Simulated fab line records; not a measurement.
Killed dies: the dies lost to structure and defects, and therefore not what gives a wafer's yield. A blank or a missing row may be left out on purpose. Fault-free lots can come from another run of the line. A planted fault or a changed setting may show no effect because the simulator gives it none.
A lot that was struck, set against a sound lot || flow gf180mcu || 14 out of 602 route steps
Sound: the wafers L547.1, L547.4, L547.6. Wafers L561.2, L561.3, L561.6 were the ones struck. The cause comes at the end.
Per side, at each step with rows, come the tool, then ch with its chambers, and then its first start. Under that, the readings that differ: sound wafers || struck wafers || difference of the means || sigmas: that difference in standard deviations of wafers without a fault.
alike: words and numbers the same on both sides, and readings whose means are apart by under 2 such deviations; not compared: readings that were withheld, readings missing a value for some wafer, numbers with overlapping values and no deviation given by the record, and bounds like >300 which may hide the same value.
The two part at a step that has a row with sigmas, a row that says differs or no value, or rows on one side only. Non-overlapping numbers with no deviation appear without sigmas and do not part them. A reading missing from all wafers of one side parts the sides only when that side holds two or more wafers.

first, 1 step without rows for these wafers: GF_M5_DEVELOP_06 (develop time 60 s).
GF_M5_CD_MEAS_07: target cd 280 nm.
  sound on cdSem-01 at day 27 01:08; struck on cdSem-02 at day 30 17:54
  alike: cdNm
GF_M5_OVL_MEAS_08:
  sound on overlay-02 at day 27 01:15; struck on overlay-01 at day 30 18:01
  alike: M5_OVL
GF_M5_ETCH_09: etches Si3N4 in CF4/O2, target depth 52 nm, time 11.6 s.
  sound on rieDiel-01 ch 1,2,3, day 27 01:17; struck on rieDiel-03 ch 0,1,2, day 30 18:02
  alike: drypumpMotorCurrentA, oesProductAu, throttleValvePct
  not compared: rfHoursCounterH
GF_M5_METAL_ETCH_10: etches the open film in Cl2/BCl3, stops on SiO2, target depth 750.8 nm, time 125.1 s.
  sound on rieMetal-04 ch 0,1, day 27 01:19; struck on rieMetal-02 ch 0,1, day 30 18:04
  alike: drypumpMotorCurrentA, oesProductAu, throttleValvePct
  not compared: rfHoursCounterH
GF_M5_STRIP_11: strips in O2/N2.
  sound on plasmaAsher-01 ch 0,1, day 27 01:26; struck on plasmaAsher-02 ch 0,1, day 30 18:11
{"reading": "drypumpMotorCurrentA (A)", "sound": "5.2 5.2 5.0", "struck": "6.2 6.2 6.0", "difference": "+1.0", "sigmas": "+2"}
{"reading": "heaterPowerW (W)", "sound": "311 320 292", "struck": "414 414 329", "difference": "+78", "sigmas": "+2"}
{"reading": "stripTimeToEndpointS (s)", "sound": "7.13 7.04 7.06", "struck": "6.92 6.90 6.92", "difference": -0.16, "sigmas": -2}
  alike: n2FlowSccm, oesProductAu, platenTempC
  not compared: rfHoursCounterH
then, 3 steps without rows for these wafers: GF_M5_STRIP_12 (strips in post etch residue remover, time 1200 s); GF_M5_CLEAN_13 (cleans in DIW); GF_V5_CVD_00 (deposits SiO2, target thk 300 nm, time 50 s).
GF_V5_THK_MEAS_01:
  sound on filmMetro-04 at day 27 02:03; struck on filmMetro-04 at day 30 18:47
  alike: V5_CVD_00_THK
GF_V5_CVD_02: deposits SiO2 from TEOS, target thk 1450 nm, time 163.28 s.
  sound on pecvd-03 ch 1,2, day 27 02:07; struck on pecvd-02 ch 0,2, day 30 18:50
  alike: heaterPowerW
GF_V5_THK_MEAS_03:
  sound on filmMetro-04 at day 27 02:13; struck on filmMetro-02 at day 30 18:57
  alike: V5_CVD_02_THK
GF_V5_CMP_04: polishes SiO2.
  sound on cmp-02 ch 2,3, day 27 02:16; struck on cmp-01 ch 1,2, day 30 19:03
  no value came back on the struck wafers for edgeZonePressureFrac, headPressurePsi (psi), motorCurrentA (A); on the sound wafers edgeZonePressureFrac reads 1.003 1.006 1.006
{"reading": "model.SiO2_of_V5_CVD_02.thkNm (nm)", "sound": "853.8 855.1 855.5", "struck": "1441 1416 1458", "difference": "+584", "sigmas": ""}
GF_V5_BOW_MEAS_05:
  sound on filmMetro-02 at day 27 02:34; struck on filmMetro-01 at day 30 19:36
{"reading": "V5_BOW (um)", "sound": "148 142 144", "struck": "- - -", "difference": "no value on the struck wafers", "sigmas": ""}
  not compared: hold

== WHERE THEY PART ==
At GF_M5_STRIP_11 first; at GF_V5_BOW_MEAS_05 last (within this record only).

WHY: the cause the simulator had injected
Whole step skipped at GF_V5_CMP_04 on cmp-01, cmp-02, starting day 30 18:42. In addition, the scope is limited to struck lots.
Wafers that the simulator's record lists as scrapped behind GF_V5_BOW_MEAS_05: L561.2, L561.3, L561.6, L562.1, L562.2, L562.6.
